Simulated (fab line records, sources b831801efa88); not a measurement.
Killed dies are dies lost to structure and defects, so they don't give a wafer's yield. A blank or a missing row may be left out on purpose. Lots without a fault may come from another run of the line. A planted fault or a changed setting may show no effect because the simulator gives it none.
fab line records | flow sky130
record lots=6 wafers=18 last_day=49
route steps=708 shown LDD_HVN@274 LDD_HVP@278 LDD_LDN@289 PAD_OPEN@708
lots that met no fault: from a run of the same line without faults
start_h: hours from the record's first day to the start of the lot's first wafer shown | wait_h: hours since the lot's step before | " the same as in the row above | L1.1+2: a row that stands for several wafers | - no value, or no start given | * or withheld: withheld | < > ~ a bound
route shown NAME@n: a module of which the file shows steps, and the number in the route of the first | usual: mean/standard deviation of fault-free wafers | same: alike in all rows | chamber/n: place in a boat | sites: the reading at each site | _std_site: their standard deviation | _edge_site: outer sites' mean less inner sites' | radius_mm: how far each site lies from the wafer's centre | mask NAME#n: copy n | behind: the tool/chamber that last shaped the wafer | hold: why the lot was held/for how many hours/how that ended | device: the transistor (n, p or np) that didn't switch | end of line: the same wafers' tests at the end of the route | a step without rows: its recipe alone | killed: dies lost to structure and defects at the first sort, not the wafer's yield | map: a wafer's dies, x killed, . not, _ none there
set.NAME: the setting as run; set.NAME@STEP: as run at that earlier step | model.NAME: the simulator's own value behind a step, which no gauge read
lots at some steps of the route; a table a step, a row a wafer
services: from which hour (start_h, from the record's first day; less than 0 if before it) a tool's chamber was out of use, for how many hours, and why
## steps
# step SKY_LDD_HVN_OVL_MEAS_07
# usual LDD_HVN_OVL=-0.7/1.3
# columns lot.wafer tool chamber start_h wait_h LDD_HVN_OVL[nm]
L429.4 overlay-01 - 515.46 0.1 -1.2
L429.5 " - " " -0.5
L429.6 " - " " -2.0
L431.2 overlay-02 - 539.47 0.1 -1.6
L431.3 " - " " 0.1
L431.6 " - " " 0.3
L436.2 overlay-02 - 580.42 0.1 0.0
L436.5 " - " " -0.2
L436.6 " - " " 1.4
L437.1 overlay-01 - 582.27 0.1 0.2
L437.2 " - " " -0.1
L437.5 " - " " -1.6
L438.1 overlay-02 - 599.87 0.1 -1.9
L438.5 " - " " -2.3
L438.6 " - " " -1.8
L440.1 overlay-01 - 606.34 0.1 -0.6
L440.4 " - " " -1.9
L440.5 " - " " -2.2
# step SKY_LDD_HVN_IMPLANT_08
# recipe species=P energy_kev=60 dose_cm2=3e+13 tilt_deg=40
# step SKY_LDD_HVN_STRIP_09
# recipe chemistry=O2/N2 power_w=1400 pressure_mtorr=1500 platen_temp_c=withheld o2_flow_sccm=3000 n2_flow_sccm=300 overash_fraction=0.5
# usual drypump_motor_current_A=5.8/0.46 n2_flow_sccm=300.1/0.85 oes_product_au=0.408/0.0046 strip_time_to_endpoint_s=4.138/0.018
# columns lot.wafer tool chamber start_h wait_h drypump_motor_current_A n2_flow_sccm oes_product_au rf_hours_counter_h strip_time_to_endpoint_s
L429.4 plasma_asher-01 1 515.66 0.1 5.3 300.2 0.403 - 4.128
L429.5 " 1 " " 5.3 300.7 0.406 - 4.113
L429.6 " 0 " " 6.6 301.4 0.417 - 4.104
L431.2 plasma_asher-01 1 539.65 0.1 5.3 298.7 0.406 75 4.117
L431.3 " 0 " " 6.5 299.0 0.392 - 4.129
L431.6 " 0 " " 6.6 299.1 0.412 - 4.138
L436.2 plasma_asher-03 0 580.60 0.1 5.2 298.7 0.402 48 4.104
L436.5 " 1 " " 5.5 299.8 0.409 - 4.109
L436.6 " 0 " " 5.2 299.3 0.411 - 4.120
L437.1 plasma_asher-02 1 582.45 0.1 5.8 299.6 0.407 86 4.128
L437.2 " 0 " " 6.0 299.9 0.409 86 4.123
L437.5 " 0 " " 6.0 299.7 0.411 - 4.103
L438.1 plasma_asher-01 1 600.05 0.1 5.3 299.1 0.410 82 4.138
L438.5 " 0 " " 6.6 299.6 0.411 - 4.130
L438.6 " 1 " " 5.3 299.9 0.409 - 4.112
L440.1 plasma_asher-01 0 606.53 0.1 6.6 300.8 0.403 82 4.151
L440.4 " 1 " " 5.3 300.3 0.410 - 4.139
L440.5 " 0 " " 6.6 299.3 0.408 - 4.120
# step SKY_LDD_HVN_TW_MEAS_10
# usual LDD_HVN_TW=1434/6.5
# columns lot.wafer tool chamber start_h wait_h LDD_HVN_TW
L429.4 film_metro-02 - 515.76 0.1 1421
L429.5 " - " " 1428
L429.6 " - " " 1418
L431.2 film_metro-03 - 539.76 0.1 1434
L431.3 " - " " 1433
L431.6 " - " " 1431
L436.2 film_metro-02 - 580.71 0.1 1443
L436.5 " - " " 1438
L436.6 " - " " 1426
L437.1 film_metro-03 - 582.55 0.1 1445
L437.2 " - " " 1444
L437.5 " - " " 1443
L438.1 film_metro-01 - 600.15 0.1 1443
L438.5 " - " " 1434
L438.6 " - " " 1437
L440.1 film_metro-01 - 606.63 0.1 1438
L440.4 " - " " 1436
L440.5 " - " " 1432
# step SKY_LDD_HVP_DEHYDRATE_00
# recipe temp_c=200 time_s=60
# step SKY_LDD_HVP_HMDS_01
# recipe prime_time_s=60 prime_temp_c=120
# step SKY_LDD_HVP_COAT_02
# recipe resist=NOVOLAK spin_rpm=3000 resist_thk_nm=300
# step SKY_LDD_HVP_SOFTBAKE_03
# recipe temp_c=90 time_s=62.16 resist=NOVOLAK
# usual plate_sensor_t_centre_C=90.756/0.01 plate_sensor_t_edge_C=90.829/0.011
# columns lot.wafer tool chamber start_h wait_h plate_sensor_t_centre_C plate_sensor_t_edge_C
L429.4 litho_track-02 0 531.93 0.1 90.748 90.825
L429.5 " 0 " " 90.760 90.812
L429.6 " 0 " " 90.756 90.815
L431.2 litho_track-02 0 554.93 0.1 90.747 90.848
L431.3 " 0 " " 90.741 90.816
L431.6 " 0 " " 90.751 90.832
L436.2 litho_track-03 0 594.95 0.1 90.743 90.819
L436.5 " 0 " " 90.757 90.826
L436.6 " 0 " " 90.750 90.833
L437.1 litho_track-01 0 596.52 0.1 90.752 90.840
L437.2 " 0 " " 90.761 90.843
L437.5 " 0 " " 90.778 90.836
L438.1 litho_track-02 0 615.06 0.1 90.755 90.826
L438.5 " 0 " " 90.746 90.842
L438.6 " 0 " " 90.757 90.811
L440.1 litho_track-01 0 620.47 0.1 90.756 90.827
L440.4 " 0 " " 90.768 90.855
L440.5 " 0 " " 90.761 90.830
# step SKY_LDD_HVP_EXPOSE_04
# recipe mask_id=HVPTM na=0.6 source_shape=conventional sigma_outer=0.6 polarization=unpolarized target_cd_nm=700 dose_mj=86
# step SKY_LDD_HVP_PEB_05
# recipe temp_c=withheld time_s=* resist=NOVOLAK
# step SKY_LDD_HVP_DEVELOP_06
# recipe resist=NOVOLAK developer=TMAH develop_time_s=60 dev_temp_c=23
# step SKY_LDD_HVP_OVL_MEAS_07
# usual LDD_HVP_OVL=0.0/1.3
# columns lot.wafer tool chamber start_h wait_h LDD_HVP_OVL[nm]
L429.4 overlay-02 - 546.94 0.1 0.6
L429.5 " - " " 1.3
L429.6 " - " " 2.7
L431.2 overlay-02 - 569.96 0.1 -1.3
L431.3 " - " " 2.0
L431.6 " - " " 0.2
L436.2 overlay-02 - 609.26 0.1 3.3
L436.5 " - " " 3.1
L436.6 " - " " 2.1
L437.1 overlay-02 - 611.16 0.1 -0.1
L437.2 " - " " -0.7
L437.5 " - " " 0.0
L438.1 overlay-02 - 629.22 0.1 -2.0
L438.5 " - " " -1.4
L438.6 " - " " -0.3
L440.1 overlay-01 - 635.17 0.1 -0.6
L440.4 " - " " 0.1
L440.5 " - " " -0.3
# step SKY_LDD_HVP_IMPLANT_08
# recipe species=B energy_kev=20 dose_cm2=1.7e+13 tilt_deg=17.9
# usual dose_ions_cm2=1.7e+13/1.8e+10 faraday_current_uA=96.0/1.9
# columns lot.wafer tool chamber start_h wait_h dose_ions_cm2 faraday_current_uA
L429.4 implanter-02 0 547.03 0.1 1.6987e+13 96.4
L429.5 " 0 " " 1.7021e+13 95.8
L429.6 " 0 " " 1.7003e+13 93.6
L431.2 implanter-03 0 570.02 0.0 1.7005e+13 93.4
L431.3 " 0 " " 1.7009e+13 98.4
L431.6 " 0 " " 1.7009e+13 95.7
L436.2 implanter-04 0 609.32 0.0 1.6989e+13 100.4
L436.5 " 0 " " 1.698e+13 95.5
L436.6 " 0 " " 1.701e+13 93.0
L437.1 implanter-03 0 611.19 0.0 2.4775e+13 136.5
L437.2 " 0 " " 2.4787e+13 139.7
L437.5 " 0 " " 2.4807e+13 142.6
L438.1 implanter-04 0 629.25 0.0 1.6998e+13 95.6
L438.5 " 0 " " 1.6971e+13 93.4
L438.6 " 0 " " 1.7018e+13 97.8
L440.1 implanter-03 0 635.20 0.0 2.4777e+13 137.3
L440.4 " 0 " " 2.4781e+13 142.7
L440.5 " 0 " " 2.477e+13 141.7
# step SKY_LDD_HVP_STRIP_09
# recipe chemistry=O2/N2 power_w=1400 pressure_mtorr=1500 platen_temp_c=withheld o2_flow_sccm=3000 n2_flow_sccm=300 overash_fraction=0.5
# usual drypump_motor_current_A=5.8/0.46 n2_flow_sccm=300.0/0.79 oes_product_au=0.409/0.0045 strip_time_to_endpoint_s=4.139/0.016
# columns lot.wafer tool chamber start_h wait_h drypump_motor_current_A n2_flow_sccm oes_product_au rf_hours_counter_h strip_time_to_endpoint_s
L429.4 plasma_asher-04 0 547.14 0.1 5.4 298.9 0.411 - 4.161
L429.5 " 0 " " 5.4 300.0 0.422 - 4.130
L429.6 " 1 " " 5.6 299.7 0.407 - 4.143
L431.2 plasma_asher-02 1 570.14 0.1 5.8 300.3 0.416 84 4.119
L431.3 " 0 " " 6.0 300.3 0.408 - 4.127
L431.6 " 1 " " 5.8 300.6 0.421 - 4.119
L436.2 plasma_asher-01 1 609.44 0.1 5.3 300.8 0.404 83 4.123
L436.5 " 1 " " 5.3 300.2 0.407 - 4.151
L436.6 " 0 " " 6.6 299.5 0.405 - 4.152
L437.1 plasma_asher-02 0 611.34 0.1 6.0 298.3 0.402 89 4.171
L437.2 " 1 " " 5.8 299.8 0.407 89 4.169
L437.5 " 1 " " 5.9 299.5 0.409 - 4.169
L438.1 plasma_asher-02 1 629.40 0.1 5.9 299.2 0.407 90 4.128
L438.5 " 0 " " 6.0 300.5 0.413 - 4.128
L438.6 " 1 " " 5.9 301.0 0.414 - 4.127
L440.1 plasma_asher-01 1 635.35 0.1 5.3 299.4 0.403 85 4.165
L440.4 " 0 " " 6.5 300.2 0.409 - 4.148
L440.5 " 0 " " 6.6 300.8 0.409 - 4.151
# step SKY_LDD_HVP_TW_MEAS_10
# usual LDD_HVP_TW=455.6/2.1
# columns lot.wafer tool chamber start_h wait_h LDD_HVP_TW
L429.4 film_metro-02 - 547.24 0.1 455.0
L429.5 " - " " 452.3
L429.6 " - " " 455.1
L431.2 film_metro-03 - 570.25 0.1 456.8
L431.3 " - " " 454.7
L431.6 " - " " 456.5
L436.2 film_metro-03 - 609.55 0.1 453.7
L436.5 " - " " 456.2
L436.6 " - " " 457.7
L437.1 film_metro-02 - 611.46 0.1 511.0
L437.2 " - " " 510.6
L437.5 " - " " 509.7
L438.1 film_metro-04 - 629.50 0.1 456.6
L438.5 " - " " 453.9
L438.6 " - " " 455.6
L440.1 film_metro-03 - 635.45 0.1 513.3
L440.4 " - " " 513.3
L440.5 " - " " 514.5
# step SKY_LDD_LDN_DEHYDRATE_00
# recipe temp_c=200 time_s=60
# step SKY_PAD_OPEN_PROBE_99
# usual killed_at_M0_to_M3=44/7.9 killed_at_M4_up=3.1/1.9 killed_at_contacts=24/4.6 killed_at_front_end=16/4.9 killed_at_other=0.3/0.6 killed_dies=87/9.7 killed_open=48/7.2 killed_short=39/5.6
# same gross_dies=492 killed_at_back_side=0
# columns lot.wafer tool chamber start_h wait_h killed_at_M0_to_M3 killed_at_M4_up killed_at_contacts killed_at_front_end killed_at_other killed_dies killed_open killed_short model.etest.tip_p_5v.rs_ohm_sq model.etest.pfet_g5v0d10v5.r_on_ohm_um model.etest.pfet_g5v0d10v5.drive_ua_um model.etest.pfet_g5v0d10v5.off_log10_a_um model.etest.pfet_g5v0d10v5.vt_sat_v
L429.4 prober-01 - 1101.53 0.2 37 3 23 23 1 87 49 38 2869 4799 336.6 -12.87 -0.6598
L429.5 prober-01 - 1101.58 0.2 58 6 16 13 0 93 51 42 2878 4786 337.2 -12.72 -0.6612
L429.6 prober-01 - 1101.63 0.2 49 5 20 18 0 92 48 44 2853 4824 334.5 -12.82 -0.6616
L431.2 prober-02 - 1117.49 0.1 34 0 25 17 0 76 40 35 2878 4903 327.6 -12.57 -0.6393
L431.3 prober-02 - 1117.54 0.2 46 4 23 11 0 84 47 37 2859 4774 336.3 -12.37 -0.6298
L431.6 prober-02 - 1117.69 0.2 50 5 22 14 2 93 56 34 2874 4809 332.8 -12.71 -0.6452
L436.2 prober-02 - 1184.34 0.1 43 2 24 23 0 92 50 42 2870 4620 349.5 -12.4 -0.6013
L436.5 prober-02 - 1184.49 0.2 42 3 20 18 1 84 47 36 2842 4684 345.2 -12.25 -0.5991
L436.6 prober-02 - 1184.54 0.2 28 2 26 15 0 71 45 26 2847 4771 341.2 -12.53 -0.6306
L437.1 prober-01 - 1184.51 0.1 33 0 24 23 0 80 42 38 2197 4582 354.4 -12.14 -0.5949
L437.2 prober-01 - 1184.56 0.1 53 2 28 30 0 113 62 51 2188 4663 346.6 -12.36 -0.6024
L437.5 prober-01 - 1184.71 0.2 41 5 22 16 0 84 49 35 2206 4724 344.5 -12.28 -0.6217
L440.1 prober-02 - 1185.79 0.1 49 2 19 11 0 81 45 36 2178 4594 357.9 -11.48 -0.5527
L440.4 prober-02 - 1185.94 0.2 57 5 24 9 0 95 51 44 2180 4594 358.2 -11.57 -0.5483
L440.5 prober-02 - 1185.99 0.2 54 3 29 10 0 96 51 45 2183 4608 353 -11.68 -0.5674
L438.1 prober-02 - 1187.38 0.1 37 1 21 20 0 79 34 44 2866 4824 341.7 -12.91 -0.6803
L438.5 prober-02 - 1187.58 0.2 42 4 16 24 0 86 50 36 2851 4740 341.3 -12.88 -0.6683
L438.6 prober-02 - 1187.63 0.2 37 2 26 29 0 94 48 44 2840 4716 344.9 -12.79 -0.6587
# killed by level:class
L429.4 CONTACT:geometric_particle:open=10 FIELD_ISO:geometric_particle:short=7 METAL1:geometric_particle:short=7 VIA1:geometric_particle:open=7 LI_CONTACT:geometric_particle:open=6 VIA2:geometric_particle:open=6 POLY_GATE:geometric_particle:open=5 VIA3:geometric_particle:open=5
L429.5 VIA2:geometric_particle:open=10 VIA1:geometric_particle:open=9 VIA3:geometric_particle:open=9 VIA1:geometric_particle:short=7 LI_CONTACT:geometric_particle:open=6 METAL4:geometric_particle:short=6 CONTACT:geometric_particle:open=5 METAL1:geometric_particle:short=5
L429.6 VIA1:geometric_particle:open=9 POLY_GATE:geometric_particle:open=8 CONTACT:geometric_particle:open=7 VIA2:geometric_particle:open=7 VIA2:geometric_particle:short=6 CONTACT:geometric_particle:short=5 VIA1:geometric_particle:short=5 VIA3:geometric_particle:short=5
L431.2 CONTACT:geometric_particle:open=7 CONTACT:geometric_particle:short=7 VIA1:geometric_particle:open=7 VIA2:geometric_particle:open=6 METAL1:geometric_particle:short=6 LI_CONTACT:geometric_particle:open=4 LOCAL_INTERCONNECT:geometric_particle:short=4 VIA3:geometric_particle:open=3
L431.3 CONTACT:geometric_particle:open=11 VIA3:geometric_particle:open=7 VIA1:geometric_particle:open=7 VIA2:geometric_particle:open=6 POLY_GATE:geometric_particle:open=5 METAL1:geometric_particle:short=5 METAL2:geometric_particle:short=5 LI_CONTACT:geometric_particle:open=4
L431.6 LI_CONTACT:geometric_particle:open=10 VIA1:geometric_particle:open=10 VIA2:geometric_particle:open=9 VIA3:geometric_particle:open=8 METAL2:geometric_particle:short=7 FIELD_ISO:geometric_particle:open=4 CONTACT:geometric_particle:open=4 CONTACT:geometric_particle:short=4
L436.2 CONTACT:geometric_particle:open=9 VIA1:geometric_particle:open=7 METAL2:geometric_particle:short=7 FIELD_ISO:geometric_particle:short=6 FIELD_ISO:geometric_particle:open=6 METAL1:geometric_particle:short=6 VIA1:geometric_particle:short=6 POLY_GATE:geometric_particle:open=5
L436.5 VIA1:geometric_particle:open=13 CONTACT:geometric_particle:open=7 LI_CONTACT:geometric_particle:open=6 VIA3:geometric_particle:open=5 CONTACT:geometric_particle:short=4 METAL3:geometric_particle:short=4 METAL2:geometric_particle:short=4 VIA2:geometric_particle:open=4
L437.1 CONTACT:geometric_particle:open=10 FIELD_ISO:geometric_particle:open=6 VIA3:geometric_particle:open=6 LOCAL_INTERCONNECT:geometric_particle:short=6 VIA1:geometric_particle:open=6 POLY_GATE:geometric_particle:short=5 LI_CONTACT:geometric_particle:open=5 METAL2:geometric_particle:short=5
L436.6 CONTACT:geometric_particle:open=9 METAL1:geometric_particle:short=8 FIELD_ISO:geometric_particle:open=6 POLY_GATE:geometric_particle:open=6 LI_CONTACT:geometric_particle:open=6 VIA3:geometric_particle:open=6 VIA1:geometric_particle:open=6 FIELD_ISO:geometric_particle:short=3
L437.2 VIA1:geometric_particle:open=13 CONTACT:geometric_particle:open=9 POLY_GATE:geometric_particle:open=8 METAL1:geometric_particle:short=8 FIELD_ISO:geometric_particle:open=7 POLY_GATE:geometric_particle:short=7 LI_CONTACT:geometric_particle:open=7 LOCAL_INTERCONNECT:geometric_particle:short=6
L437.5 VIA1:geometric_particle:open=17 LI_CONTACT:geometric_particle:open=8 CONTACT:geometric_particle:open=7 METAL1:geometric_particle:short=5 FIELD_ISO:geometric_particle:open=4 FIELD_ISO:geometric_particle:short=4 POLY_GATE:geometric_particle:open=4 LOCAL_INTERCONNECT:geometric_particle:short=4
L440.1 VIA1:geometric_particle:open=10 VIA3:geometric_particle:open=7 VIA2:geometric_particle:open=7 METAL2:geometric_particle:short=7 POLY_GATE:geometric_particle:short=5 LI_CONTACT:geometric_particle:open=5 CONTACT:geometric_particle:open=5 VIA2:geometric_particle:short=5
L440.4 VIA1:geometric_particle:short=11 METAL2:geometric_particle:short=9 CONTACT:geometric_particle:open=8 VIA2:geometric_particle:open=8 VIA3:geometric_particle:open=7 VIA1:geometric_particle:open=6 LI_CONTACT:geometric_particle:open=5 METAL1:geometric_particle:open=5
L440.5 VIA1:geometric_particle:open=10 LI_CONTACT:geometric_particle:open=9 LOCAL_INTERCONNECT:geometric_particle:short=8 VIA2:geometric_particle:open=8 VIA3:geometric_particle:open=8 CONTACT:geometric_particle:open=7 METAL1:geometric_particle:short=7 VIA1:geometric_particle:short=7
L438.1 CONTACT:geometric_particle:open=11 FIELD_ISO:geometric_particle:short=7 VIA1:geometric_particle:open=7 VIA1:geometric_particle:short=5 METAL2:geometric_particle:short=5 POLY_GATE:geometric_particle:short=4 LOCAL_INTERCONNECT:geometric_particle:short=4 VIA2:geometric_particle:short=4
L438.5 VIA1:geometric_particle:open=10 FIELD_ISO:geometric_particle:open=7 METAL2:geometric_particle:short=7 LI_CONTACT:geometric_particle:open=6 POLY_GATE:geometric_particle:open=4 CONTACT:geometric_particle:open=4 METAL1:geometric_particle:short=4 VIA1:geometric_particle:short=4
L438.6 CONTACT:geometric_particle:open=8 FIELD_ISO:geometric_particle:open=7 LI_CONTACT:geometric_particle:open=7 FIELD_ISO:geometric_particle:short=6 POLY_GATE:geometric_particle:short=6 VIA1:geometric_particle:open=6 VIA3:geometric_particle:open=5 VIA2:geometric_particle:open=5
## services
# columns tool chamber start_h hours kind
implanter-04 - 497.34 2.0 repair
plasma_asher-04 - 502.54 2.8 repair
plasma_asher-02 - 517.72 2.8 pm
implanter-03 - 529.42 2.9 pm
implanter-03 - 535.05 3.4 repair
implanter-02 - 544.71 0.8 repair
plasma_asher-04 - 559.68 28.0 repair
implanter-02 - 563.66 7.4 repair
implanter-03 - 565.19 2.7 repair
implanter-02 - 566.71 1.0 repair
implanter-02 - 630.45 3.3 pm
## key
first_sign step=SKY_LDD_HVP_IMPLANT_08 reading=dose_ions_cm2 direction=up sigmas=99+ usual=* struck=*
effect step=SKY_LDD_HVP_IMPLANT_08 reading=faraday_current_uA direction=up sigmas=23 usual=96.0 struck=140.1
effect step=SKY_LDD_HVP_TW_MEAS_10 reading=LDD_HVP_TW direction=up sigmas=27 usual=455.6 struck=512.1
model_effect step=SKY_PAD_OPEN_PROBE_99 value=etest.tip_p_5v.rs_ohm_sq without=2869 struck=2189
met_at SKY_LDD_HVP_IMPLANT_08
struck_wafers L437.1,L437.2,L437.5,L440.1,L440.4,L440.5
tester_left_out L437,L440
onset_between 570.02 611.19
fault kind=process_parameter_drift tool=implanter-03 chamber=- onset_h=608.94 steps=SKY_LDD_HVP_IMPLANT_08 channel=dose_cm2 offset=* shape=step end_h=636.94 acts_in=* stated=*
# tester_left_out: of these lots the tester's yield and bins aren't shown, on N5 and GAA mostly nor the transistor test; their killed dies are dies lost to structure and defects alone, not to doping, threshold or leakage, so they don't give the yield
